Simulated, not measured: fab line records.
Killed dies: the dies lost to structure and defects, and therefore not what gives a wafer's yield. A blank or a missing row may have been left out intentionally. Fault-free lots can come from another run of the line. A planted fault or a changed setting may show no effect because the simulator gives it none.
Matching of chambers	flow gf180mcu	GF_POLY_GATE_ETCH_13 on rie_si-02 has 4 sister chambers
The step etches poly-Si in HBr/Cl2, stops on SiO2, target depth 198.5 nm, time 69.6 s. 14 wafers are shown with their chamber, then 7 later ones without.

## WAFERS PAIRED WITH THEIR CHAMBERS
wafer	chamber	drypump_motor_current_A (A)	oes_product_au (a.u.)	throttle_valve_pct (%)
L116.3	3	5.7	0.989	33.668
L116.5	3	5.7	1.004	33.671
L116.6	0	6.4	1.000	33.675
L117.1	3	5.7	0.990	33.701
L117.2	1	5.7	0.990	33.687
L117.5	2	5.9	1.001	33.683
L118.1	3	5.7	0.993	33.688
L118.3	1	5.7	0.986	33.687
L118.6	3	5.8	0.993	33.669
L119.1	2	6.0	0.999	33.677
L119.3	3	5.7	0.981	33.668
L119.4	1	5.7	0.988	33.680
L124.1	1	5.7	0.991	33.683
L124.5	0	6.5	0.994	33.693

SIGNATURES, as means of the wafers listed above
reading	chamber 0	chamber 1	chamber 2	chamber 3	scatter within a chamber
drypump_motor_current_A	6.450	5.700	5.950	5.717	0.0428
oes_product_au	0.99700	0.98875	1.00000	0.99167	0.0056
throttle_valve_pct	33.68400	33.68425	33.68000	33.67750	0.0108
Rule: a wafer lies at a distance from a chamber equal to the root of the sum of squares, over the readings, of (its reading less the chamber's mean, divided by the reading's scatter). The wafer belongs to the nearest chamber; if the next one is less than 2 further off, it can't be placed. The scatter: the root of (the sum of the squares of (reading less its chamber's mean) over the shown wafers, divided by (wafers less chambers)).

## WAFERS WITHOUT THEIR CHAMBER
wafer	drypump_motor_current_A (A)	oes_product_au (a.u.)	throttle_valve_pct (%)
L124.6	5.7	0.998	33.676
L128.2	5.9	1.013	33.700
L128.3	5.7	1.006	33.662
L128.4	6.4	1.006	33.674
L138.1	5.7	0.998	33.686
L138.3	6.5	1.002	33.687
L138.6	6.4	0.996	33.687

## WHICH CHAMBER EACH ONE RAN IN
wafer	from the rows above	in truth
L124.6	can't be placed: 3 or 1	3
L128.2	2	2
L128.3	can't be placed: 3 or 1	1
L128.4	0	0
L138.1	can't be placed: 3 or 1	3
L138.3	0	0
L138.6	0	0
Correct placement for 4 of the 7. These rows do not allow placing 3 (true chamber among the candidates in 3). Placed wrongly: 0.
